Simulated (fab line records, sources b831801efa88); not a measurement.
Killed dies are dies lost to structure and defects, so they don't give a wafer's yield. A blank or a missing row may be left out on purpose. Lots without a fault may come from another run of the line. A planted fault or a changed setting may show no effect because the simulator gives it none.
Problem report in the 8D (eight disciplines) form, filled by code | flow gf180mcu | the parts of the form that need people (team, actions taken, sign-off) are left out

1. THE PROBLEM
PSD_TW at GF_PSD_TW_MEAS_11 reads a mean of 3075 on 6 wafers of 2 lots; wafers without a fault read 3210 with a standard deviation of 21. That is -6.4 standard deviations from the usual mean.
First seen on wafer L973.4, day 18 13:45, on film_metro-03. The record holds 30 wafers of 10 lots with a number at this step. Rule for "out", or "out of limits": more than 4 standard deviations from the usual mean. The other wafers with a number count as sound.

2. WHAT IT IS AND WHAT IT IS NOT
question                    | is                           | is not
which readings at this step | PSD_TW                       | -
which lots                  | L973, L974                   | L964, L965, L969, L978, L980, L981, L982, L984
which wafers of those lots  | all that have a number       | -
read on which gauges        | film_metro-03, film_metro-04 | film_metro-01
when                        | from day 18 13:45            | up to then (9 sound wafers); but 15 sound wafers of L978, L980, L981, L982, L984 came after

3. SUSPECTS, AND WHAT RULES EACH OUT
Counting: a tool at a process step up to the reading stays a suspect if it ran every lot that is out and no sound lot after the first of them.
- the gauge at GF_PSD_TW_MEAS_11: ruled out. The wafers that are out were read on 2 gauges (film_metro-03, film_metro-04).
- plasma_asher-01 at GF_HV_LDD_STRIP_37 (strips in O2/N2): ruled out as a lasting fault. Sound lots L980 ran on it after its first lot that is out, L973 (day 15 13:25).
- plasma_asher-03 at GF_HV_LDD_STRIP_49 (strips in O2/N2): ruled out as a lasting fault. Sound lots L982 ran on it after its first lot that is out, L973 (day 16 12:10).
- implanter-02 at GF_PSD_IMPLANT_09: ruled out as a lasting fault. Sound lots L981, L982 ran on it after its first lot that is out, L973 (day 18 13:33).
Left after counting: nothing in the record.

4. THE CAUSE (what the simulator had put in)
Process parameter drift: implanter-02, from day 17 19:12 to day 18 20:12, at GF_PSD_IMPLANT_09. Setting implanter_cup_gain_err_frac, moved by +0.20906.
Counting ruled it out, wrongly: the rule takes a fault to strike every lot that its tool runs from its start on, and this one did not.

5. THE CHAIN OF EFFECTS, in route order
Each row: a reading whose mean over the struck wafers that have a number lies more than 3 standard deviations from the usual. Only readings for which the record gives a usual standard deviation are gone through. hours: the time from each lot's start at the first step in this table that gives one to its start at this step, as a median over the lots. sigmas: the change in usual standard deviations.
hours | step              | reading                  | usual         | on struck wafers | change | sigmas
0     | GF_PSD_IMPLANT_09 | beam_on_s                | 10.00 s       | 8.16             | -1.84  | -8.3
0     | GF_PSD_IMPLANT_09 | faraday_current_uA       | 8250          | 10105            | +1855  | +10
0     | GF_PSD_STRIP_10   | strip_time_to_endpoint_s | 16.63 s       | 16.05            | -0.58  | -15
0     | GF_PSD_TW_MEAS_11 | PSD_TW                   | 3210          | 3075             | -135   | -6.4
1     | GF_PSD_RS_MEAS_15 | PSD_RS                   | 107.69 ohm/sq | 117.61           | +9.92  | +35
The process steps in it:
- GF_PSD_IMPLANT_09
- GF_PSD_STRIP_10: strips in O2/N2.
Later measuring or inspecting steps at which every struck wafer that the step has a row for has a number for every such reading, and none has moved that far: GF_SAB_CD_MEAS_09.

6. WHAT WOULD HAVE CAUGHT IT SOONER
In this record the first reading out of limits at a measuring or inspecting step was taken at day 18 13:45, 19 hours after the fault began at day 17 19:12.
The tool's own readings at GF_PSD_IMPLANT_09 were out on every struck wafer that the step has a row for (beam_on_s, faraday_current_uA): an alarm limit on them would have fired on the first of those.
